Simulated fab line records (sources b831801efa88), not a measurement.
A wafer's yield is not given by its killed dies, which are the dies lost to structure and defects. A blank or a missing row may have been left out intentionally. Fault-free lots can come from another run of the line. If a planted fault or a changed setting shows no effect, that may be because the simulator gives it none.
Lot-split experiment || flow gf180mcu || on a route of 602 steps: 5 lots, 27 wafers read

== ON THE SPLIT ==
At GF_TOP_METAL_SPUTTER_02 (material AlCu, target thk 900 nm, time 47.82 s), the setting time s was moved away from the recipe's 47.82 s on 12 of the 27 wafers read, by -53.1% to -32.2%. The other wafers ran this setting at the recipe's value.

== FROM THE SPLIT TO THE READING: what the file shows between them, 10 steps ==
- GF_TOP_METAL_SPUTTER_03: material Ti, target thk 5 nm, time 3.3 s
- GF_TOP_METAL_SPUTTER_04: material TiN, target thk 25 nm, time 20.8 s
- GF_TOP_METAL_RS_MEAS_05: measures by four-point-probe
- GF_TOP_METAL_THK_MEAS_06: measures by xrf
- GF_TOP_METAL_DEHYDRATE_07: time 60 s
- GF_TOP_METAL_HMDS_08: prime time 60 s
- GF_TOP_METAL_METAL_ETCH_16: etches the open film in Cl2/BCl3, stops on SiO2, target depth 1077.5 nm, time 179.6 s
- GF_PASSIVATION_ETCH_11: etches the open film in CF4/O2, stops on TiN, target depth 1800 nm, time 400 s (also split here: time s)
- GF_PASSIVATION_STRIP_12: strips in O2/N2
- GF_PASSIVATION_ANNEAL_13: time 1800 s

== THE READING ==
PASSIVATION_BOW, in um, at GF_PASSIVATION_BOW_MEAS_14. Fault-free wafers of this fab line usually give 141 um, standard deviation 9.5 um.

{"wafer": "L074.1", "tool, chamber at the split": "pvd sputter-03, -", "time s as run, s": 28.79, "against the recipe": "-39.8%", "PASSIVATION_BOW, um": 145, "against lot-mates on the recipe": "+7"}
{"wafer": "L074.2", "tool, chamber at the split": "pvd sputter-03, -", "time s as run, s": 47.82, "against the recipe": "recipe", "PASSIVATION_BOW, um": 134, "against lot-mates on the recipe": "-"}
{"wafer": "L074.3", "tool, chamber at the split": "pvd sputter-03, -", "time s as run, s": 47.82, "against the recipe": "recipe", "PASSIVATION_BOW, um": 129, "against lot-mates on the recipe": "-"}
{"wafer": "L074.4", "tool, chamber at the split": "pvd sputter-03, -", "time s as run, s": 47.82, "against the recipe": "recipe", "PASSIVATION_BOW, um": 150, "against lot-mates on the recipe": "-"}
{"wafer": "L074.5", "tool, chamber at the split": "pvd sputter-03, -", "time s as run, s": 28.79, "against the recipe": "-39.8%", "PASSIVATION_BOW, um": 168, "against lot-mates on the recipe": "+30"}
{"wafer": "L074.6", "tool, chamber at the split": "pvd sputter-03, -", "time s as run, s": 28.79, "against the recipe": "-39.8%", "PASSIVATION_BOW, um": 169, "against lot-mates on the recipe": "+31"}
{"wafer": "L076.2", "tool, chamber at the split": "pvd sputter-03, -", "time s as run, s": 47.82, "against the recipe": "recipe", "PASSIVATION_BOW, um": 143, "against lot-mates on the recipe": "-"}
{"wafer": "L076.3", "tool, chamber at the split": "pvd sputter-03, -", "time s as run, s": 47.82, "against the recipe": "recipe", "PASSIVATION_BOW, um": 134, "against lot-mates on the recipe": "-"}
{"wafer": "L076.6", "tool, chamber at the split": "pvd sputter-03, -", "time s as run, s": 47.82, "against the recipe": "recipe", "PASSIVATION_BOW, um": 138, "against lot-mates on the recipe": "-"}
{"wafer": "L077.1", "tool, chamber at the split": "pvd sputter-04, -", "time s as run, s": 47.82, "against the recipe": "recipe", "PASSIVATION_BOW, um": 149, "against lot-mates on the recipe": "-"}
{"wafer": "L077.2", "tool, chamber at the split": "pvd sputter-04, -", "time s as run, s": 47.82, "against the recipe": "recipe", "PASSIVATION_BOW, um": 141, "against lot-mates on the recipe": "-"}
{"wafer": "L077.3", "tool, chamber at the split": "pvd sputter-04, -", "time s as run, s": 24.92, "against the recipe": "-47.9%", "PASSIVATION_BOW, um": 166, "against lot-mates on the recipe": "+20"}
{"wafer": "L077.4", "tool, chamber at the split": "pvd sputter-04, -", "time s as run, s": 24.92, "against the recipe": "-47.9%", "PASSIVATION_BOW, um": 170, "against lot-mates on the recipe": "+24"}
{"wafer": "L077.5", "tool, chamber at the split": "pvd sputter-04, -", "time s as run, s": 47.82, "against the recipe": "recipe", "PASSIVATION_BOW, um": 149, "against lot-mates on the recipe": "-"}
{"wafer": "L077.6", "tool, chamber at the split": "pvd sputter-04, -", "time s as run, s": 24.92, "against the recipe": "-47.9%", "PASSIVATION_BOW, um": 167, "against lot-mates on the recipe": "+21"}
{"wafer": "L078.1", "tool, chamber at the split": "pvd sputter-04, -", "time s as run, s": 47.82, "against the recipe": "recipe", "PASSIVATION_BOW, um": 144, "against lot-mates on the recipe": "-"}
{"wafer": "L078.2", "tool, chamber at the split": "pvd sputter-04, -", "time s as run, s": 32.42, "against the recipe": "-32.2%", "PASSIVATION_BOW, um": 154, "against lot-mates on the recipe": "+13"}
{"wafer": "L078.3", "tool, chamber at the split": "pvd sputter-04, -", "time s as run, s": 32.42, "against the recipe": "-32.2%", "PASSIVATION_BOW, um": 147, "against lot-mates on the recipe": "+6"}
{"wafer": "L078.4", "tool, chamber at the split": "pvd sputter-04, -", "time s as run, s": 47.82, "against the recipe": "recipe", "PASSIVATION_BOW, um": 134, "against lot-mates on the recipe": "-"}
{"wafer": "L078.5", "tool, chamber at the split": "pvd sputter-04, -", "time s as run, s": 32.42, "against the recipe": "-32.2%", "PASSIVATION_BOW, um": 163, "against lot-mates on the recipe": "+22"}
{"wafer": "L078.6", "tool, chamber at the split": "pvd sputter-04, -", "time s as run, s": 47.82, "against the recipe": "recipe", "PASSIVATION_BOW, um": 144, "against lot-mates on the recipe": "-"}
{"wafer": "L084.1", "tool, chamber at the split": "pvd sputter-03, -", "time s as run, s": 47.82, "against the recipe": "recipe", "PASSIVATION_BOW, um": 127, "against lot-mates on the recipe": "-"}
{"wafer": "L084.2", "tool, chamber at the split": "pvd sputter-03, -", "time s as run, s": 22.42, "against the recipe": "-53.1%", "PASSIVATION_BOW, um": 164, "against lot-mates on the recipe": "+33"}
{"wafer": "L084.3", "tool, chamber at the split": "pvd sputter-03, -", "time s as run, s": 47.82, "against the recipe": "recipe", "PASSIVATION_BOW, um": 135, "against lot-mates on the recipe": "-"}
{"wafer": "L084.4", "tool, chamber at the split": "pvd sputter-03, -", "time s as run, s": 47.82, "against the recipe": "recipe", "PASSIVATION_BOW, um": 132, "against lot-mates on the recipe": "-"}
{"wafer": "L084.5", "tool, chamber at the split": "pvd sputter-03, -", "time s as run, s": 22.42, "against the recipe": "-53.1%", "PASSIVATION_BOW, um": 156, "against lot-mates on the recipe": "+25"}
{"wafer": "L084.6", "tool, chamber at the split": "pvd sputter-03, -", "time s as run, s": 22.42, "against the recipe": "-53.1%", "PASSIVATION_BOW, um": 166, "against lot-mates on the recipe": "+35"}

THE FIT
A straight line over all 27 wafers: PASSIVATION_BOW changes by -0.513 um for each +1% of time s; r = -0.84; the points scatter about the line by 7.6 um.
The same after taking each lot's own level away (the mean of its wafers on the recipe; 27 wafers): -0.523 um for each +1%; r = -0.88; scatter 6.6 um.
Per that fit: largest time s move, reading shift of 28 um.
Measured against the standard deviation above, the lots' own levels, which go from 131.3 to 146.3 um, span 1.6 times it.
Hence the lot-to-lot level has little effect on the slope; both slopes agree.
Check: with one of the wafers moved furthest among these (-53.1%) left out of the fit, the line predicts +26.9 um for it against its lot-mates. It came out at +32.7 um against them.

== OTHER SPLITS APPLIED TO THESE WAFERS ==
Note: prior to the reading, these wafers also went through further splits. Each is held against what the fit with the lots' levels taken away leaves over:
{"other split on the same wafers": "GF_MIM_DEVELOP_18 develop time s", "wafers away from the commonest value": 6, "r with PASSIVATION_BOW (lot level and that fit taken away)": -0.08}
{"other split on the same wafers": "GF_PASSIVATION_ETCH_11 time s", "wafers away from the commonest value": 12, "r with PASSIVATION_BOW (lot level and that fit taken away)": -0.15}

== THE WHOLE CHAIN: every reading that the file lists as answering this split, in the file's order ==
{"step": "GF_TOP_METAL_SPUTTER_02", "what it does": "material AlCu, target thk 900 nm, time 47.82 s", "reading": "AlCu_of_TOP_METAL_SPUTTER_02.thk nm (the simulator's own value, which no gauge read)", "change (the file's fit)": "+8.9 nm for each +1% of the setting", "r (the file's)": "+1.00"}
{"step": "GF_TOP_METAL_RS_MEAS_05", "what it does": "measures by four-point-probe", "reading": "TOP_METAL_ALCU_RS", "change (the file's fit)": "-0.000618 for each +1% of the setting", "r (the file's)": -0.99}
{"step": "GF_TOP_METAL_THK_MEAS_06", "what it does": "measures by xrf", "reading": "TOP_METAL_ALCU_THK", "change (the file's fit)": "+8.94 for each +1% of the setting", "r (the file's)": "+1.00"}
{"step": "GF_TOP_METAL_METAL_ETCH_16", "what it does": "etches the open film in Cl2/BCl3, stops on SiO2, target depth 1077.5 nm, time 179.6 s", "reading": "oes product au", "change (the file's fit)": "+0.00511 a.u. for each +1% of the setting", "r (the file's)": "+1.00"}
{"step": "GF_PASSIVATION_BOW_MEAS_14", "what it does": "", "reading": "PASSIVATION_BOW", "change (the file's fit)": "-0.516 for each +1% of the setting", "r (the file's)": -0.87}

== FILE'S OWN FIT ==
PASSIVATION_BOW changes by -0.516 um for each +1% of time s, r = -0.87.
